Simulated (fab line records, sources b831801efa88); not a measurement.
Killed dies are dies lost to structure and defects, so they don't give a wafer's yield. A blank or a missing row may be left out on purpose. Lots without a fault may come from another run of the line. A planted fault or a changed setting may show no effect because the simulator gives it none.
Chamber matching | flow gf180mcu | GF_V3_CMP_26 on cmp-02: 4 sister chambers
The step polishes, stops on SiO2, t overpolish 15 s, target thk 0 nm. 8 wafers are shown with their chamber, then 7 later ones without.

WAFERS WITH THEIR CHAMBER
wafer  | chamber | motor_current_A (A) | slurry_filter_dp_kPa (kPa)
L679.1 | 3       | 9.9                 | 13.66
L679.2 | 2       | 11.6                | 13.76
L679.4 | 1       | 11.7                | 13.29
L682.1 | 2       | 11.3                | 13.54
L682.3 | 0       | 11.4                | 13.62
L682.6 | 3       | 9.3                 | 13.61
L692.1 | 1       | 12.1                | 13.60
L692.3 | 0       | 12.0                | 13.43

WAFERS WITHOUT THEIR CHAMBER
wafer  | motor_current_A (A) | slurry_filter_dp_kPa (kPa)
L692.6 | 12.1                | 13.41
L693.1 | 9.9                 | 13.66
L693.4 | 11.4                | 13.34
L693.5 | 12.3                | 13.45
L700.1 | 11.5                | 13.47
L700.2 | 9.4                 | 13.41
L700.4 | 11.8                | 13.36

WHICH CHAMBER EACH WENT THROUGH
wafer  | from the rows above          | in truth
L692.6 | can't be placed: 1 or 0 or 2 | 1
L693.1 | 3                            | 3
L693.4 | can't be placed: 0 or 1 or 2 | 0
L693.5 | can't be placed: 1 or 0 or 2 | 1
L700.1 | can't be placed: 0 or 1 or 2 | 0
L700.2 | 3                            | 3
L700.4 | can't be placed: 1 or 0 or 2 | 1
Placed correctly: 2 of 7. Can't be placed from these rows: 5 (the true chamber is among the candidates in 5). Placed wrongly: 0.
How it was worked out, from the rows above alone: a wafer's distance from a chamber is the root of the sum, over the readings, of the square of ((its reading less the chamber's mean) divided by the reading's scatter). The wafer belongs to the nearest chamber; if the next one is less than 2 further off, it can't be placed. A chamber's mean is the mean of its shown wafers. The scatter: the root of (the sum of the squares of (reading less its chamber's mean) over the shown wafers, divided by (wafers less chambers)).
